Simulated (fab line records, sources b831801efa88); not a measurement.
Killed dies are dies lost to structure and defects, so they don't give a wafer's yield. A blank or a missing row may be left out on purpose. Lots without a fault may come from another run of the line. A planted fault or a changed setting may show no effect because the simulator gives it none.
A struck lot beside a sound one | flow sky130 | 44 steps out of a route of 708
Sound: wafers L520.1, L520.3, L520.6. Struck: wafers L531.2, L531.5. (L531.6 of the same lot was not struck and is left out.) The cause comes at the end.
At each step with rows: each side's tool, then ch and its chambers, then its first start. Under that, the readings that differ: sound wafers | struck wafers | difference of the means | sigmas: that difference in standard deviations of wafers without a fault.
alike: readings whose means differ by less than 2 such deviations, and words and numbers that are the same on both sides. not compared: withheld readings, readings that some wafer has no value for, bounds like >300 that may hide the same value, and numbers for which the record gives no deviation and whose values overlap.
The two part at a step that has a row with sigmas, a row that says differs or no value, or rows on one side only. Numbers that don't overlap but have no deviation are shown without sigmas and don't part them. A reading that every wafer of one side lacks parts them only if that side has two wafers or more.

SKY_VIA2_SPUTTER_20: material TiN, target thk 20 nm, time 80 s.
  sound on pvd_sputter-04, day 36 21:35; struck on pvd_sputter-02, day 40 10:56
  alike: cathode_dc_power_W, throttle_valve_pct
then, 1 step without rows for these wafers: SKY_VIA2_CVD_21 (deposits W, target thk 420 nm, time 126.4 s).
SKY_VIA2_RS_MEAS_22: measures by four-point-probe.
  sound on film_metro-04, day 36 21:47; struck on film_metro-01, day 40 11:08
  alike: VIA2_W_RS
SKY_VIA2_THK_MEAS_23: measures by xrf.
  sound on film_metro-04, day 36 21:54; struck on film_metro-01, day 40 11:15
  reading         | sound       | struck  | difference | sigmas
  VIA2_W_THK (nm) | 429 434 433 | 446 446 | +14        | +2
then, 2 steps without rows for these wafers: SKY_VIA2_CMP_24 (polishes, stops on SiO2, t overpolish 20 s, target thk 0 nm); SKY_METAL3_SPUTTER_00 (material Ti, target thk 15 nm, time 10 s).
SKY_METAL3_SPUTTER_01: material TiN, target thk 20 nm, time 16.7 s.
  sound on pvd_sputter-03, day 36 22:17; struck on pvd_sputter-03, day 40 11:54
  alike: cathode_dc_power_W, throttle_valve_pct
SKY_METAL3_SPUTTER_02: material AlCu, target thk 735 nm, time 39.1 s.
  sound on pvd_sputter-03, day 36 22:19; struck on pvd_sputter-03, day 40 11:55
  alike: cathode_dc_power_W, throttle_valve_pct
SKY_METAL3_SPUTTER_03: material Ti, target thk 5 nm, time 3.3 s.
  sound on pvd_sputter-03, day 36 22:21; struck on pvd_sputter-03, day 40 11:58
  alike: cathode_dc_power_W, throttle_valve_pct
then, 2 steps without rows for these wafers: SKY_METAL3_SPUTTER_04 (material TiN, target thk 70 nm, time 58.3 s); SKY_CAPM_CVD_00 (deposits SiO2, target thk 15.5 nm).
SKY_CAPM_THK_MEAS_01:
  sound on film_metro-02, day 36 22:26; struck on film_metro-03, day 40 12:04
  alike: CAPM_CVD_00_THK
SKY_CAPM_SPUTTER_02: material TiN, target thk 200 nm, time 166.7 s.
  sound on pvd_sputter-01, day 36 22:30; struck on pvd_sputter-04, day 40 12:07
  reading                                  | sound                | struck        | difference | sigmas
  cathode_dc_power_W (W)                   | 6498.4 6499.6 6497.6 | 8183.6 8185.9 | +1686.2    | +99 or more
  model.TiN_of_CAPM_SPUTTER_02.thk_nm (nm) | 200.6 205 199.5      | 249.5 250     | +48.1      |
  alike: substrate_temp_c, throttle_valve_pct
SKY_CAPM_RS_MEAS_03: measures by four-point-probe.
  sound on film_metro-04, day 36 22:37; struck on film_metro-04, day 40 12:15
  reading              | sound          | struck    | difference | sigmas
  CAPM_TIN_RS (ohm/sq) | 6.91 6.75 6.94 | 5.52 5.51 | -1.35      | -14
SKY_CAPM_THK_MEAS_04: measures by xrf.
  sound on film_metro-04, day 36 22:44; struck on film_metro-04, day 40 12:22
  reading           | sound             | struck      | difference | sigmas
  CAPM_TIN_THK (nm) | 202.5 207.5 200.3 | 252.0 252.8 | +49.0      | +19
then, 7 steps without rows for these wafers: SKY_CAPM_DEHYDRATE_05 (time 60 s); SKY_CAPM_HMDS_06 (prime time 60 s); SKY_CAPM_COAT_07 (resist thk 1140 nm); SKY_CAPM_SOFTBAKE_08 (time 60 s); SKY_CAPM_EXPOSE_09 (exposes mask CAPM, target cd 1000 nm); SKY_CAPM_PEB_10; SKY_CAPM_DEVELOP_11 (develop time 60 s).
SKY_CAPM_OVL_MEAS_12:
  sound on overlay-01, day 37 23:56; struck on overlay-01, day 41 12:43
  alike: CAPM_OVL
SKY_CAPM_METAL_ETCH_13: etches TiN in Cl2/BCl3, stops on SiO2, target depth 220 nm, time 62.9 s.
  sound on rie_metal-04 ch 0,1, day 37 23:58; struck on rie_metal-04 ch 0,1, day 41 12:45
  reading                | sound                | struck        | difference | sigmas
  oes_product_au (a.u.)  | 0.948 0.951 0.938    | 0.997 0.994   | +0.050     | +6
  throttle_valve_pct (%) | 21.905 21.878 21.898 | 21.867 21.866 | -0.027     | -2
  alike: drypump_motor_current_A, he_backside_leak_sccm
  not compared: rf_hours_counter_h
then, 12 steps without rows for these wafers: SKY_CAPM_STRIP_14 (strips in O2/N2); SKY_CAPM_STRIP_15 (strips in post etch residue remover, time 1200 s); SKY_CAPM_CLEAN_16 (cleans in IPA, time 180 s); SKY_CAPM_CLEAN_17 (cleans in O3/DIW); SKY_METAL3_DEHYDRATE_05 (time 60 s); SKY_METAL3_HMDS_06 (prime time 60 s); SKY_METAL3_COAT_07 (resist thk 60 nm); SKY_METAL3_COAT_08 (resist thk 1140 nm); SKY_METAL3_SOFTBAKE_09 (time 90 s); SKY_METAL3_EXPOSE_10 (exposes mask MM3, target cd 300 nm); SKY_METAL3_PEB_11; SKY_METAL3_DEVELOP_12 (develop time 60 s).
SKY_METAL3_CD_MEAS_13: target cd 300 nm.
  sound on cd_sem-01, day 39 02:46; struck on cd_sem-02, day 42 12:47
  reading    | sound             | struck      | difference | sigmas
  cd_nm (nm) | 300.2 302.1 301.6 | 297.2 298.5 | -3.4       | -3
SKY_METAL3_OVL_MEAS_14:
  sound on overlay-02, day 39 02:53; struck on overlay-02, day 42 12:53
  alike: METAL3_OVL
then, 2 steps without rows for these wafers: SKY_METAL3_DESCUM_15 (chemistry O2, time 8 s); SKY_METAL3_ETCH_16 (etches BARC in N2/H2, stops on SiO2, time 88.2 s, target depth 60 nm).
SKY_METAL3_ETCH_17: etches SiO2 in C4F8/O2/Ar, stops on TiN, time 3.9 s, target depth 15 nm.
  sound on rie_diel-02 ch 2,3, day 39 03:10; struck on rie_diel-03 ch 1,3, day 42 13:02
  alike: oes_product_au
  not compared: rf_hours_counter_h
then, 1 step without rows for these wafers: SKY_METAL3_METAL_ETCH_18 (etches the open film in Cl2/BCl3, stops on SiO2, target depth 845 nm, time 183.1 s).
SKY_METAL3_STRIP_20: strips in post etch residue remover, time 1200 s.
  sound on wet_bench-02 ch 2, day 39 03:28; struck on wet_bench-02 ch 2, day 42 13:20
  reading                                  | sound             | struck      | difference | sigmas
  model.TiN_of_CAPM_SPUTTER_02.thk_nm (nm) | 199.7 204.1 198.7 | 248.6 249.2 | +48.1      |
-- the record jumps here: 6 days lie between the struck wafers' starts before and after (it left off in module METAL3 and takes up again in module PAD_OPEN, whose first step shown is number 708 of the route) --
SKY_PAD_OPEN_PROBE_99:
  sound on prober-01, day 46 08:19; struck on prober-02, day 49 00:52
  reading                               | sound                 | struck      | difference | sigmas
  killed_at_M0_to_M3                    | 58 51 56              | 45 36       | -14        | -2
  model.etest.tester.sort_n_pass        | 403 410 390           | 0 0         | -401       |
  model.etest.met3.line_ohm_um          | 0.1453 0.1421 0.1394  | 127.3 121.5 | +124.3     |
  model.etest.via3_chain.rc_ohm         | 10.24 9.364 9.96      | 105.2 103   | +94.2      |
  model.etest.tester.sort_yield_pct (%) | 81.91 83.33 79.27     | 0 0         | -82        |
  model.etest.tester.sort_bin_4_pct (%) | 0 0 0                 | 78.27 78.19 | +78.23     |
  model.etest.met3.rs_ohm_sq            | 0.0425 0.0429 0.04225 | 37.79 36    | +36.85     |
  model.etest.tester.sort_bin_3_pct (%) | 1.016 0.4065 1.829    | 5.263 4.53  | +3.813     |
  model.etest.cap_mim.plate_ohm_sq      | 6.012 5.851 6.064     | 4.817 4.805 | -1.165     |
  alike: defect_limited_yield, killed_at_M4_up, killed_at_contacts, killed_at_front_end, killed_at_other, killed_dies, killed_open, killed_short

WHERE THEY PART
First at SKY_VIA2_THK_MEAS_23; last, within this record, at SKY_PAD_OPEN_PROBE_99.

WHY: what the simulator had put in
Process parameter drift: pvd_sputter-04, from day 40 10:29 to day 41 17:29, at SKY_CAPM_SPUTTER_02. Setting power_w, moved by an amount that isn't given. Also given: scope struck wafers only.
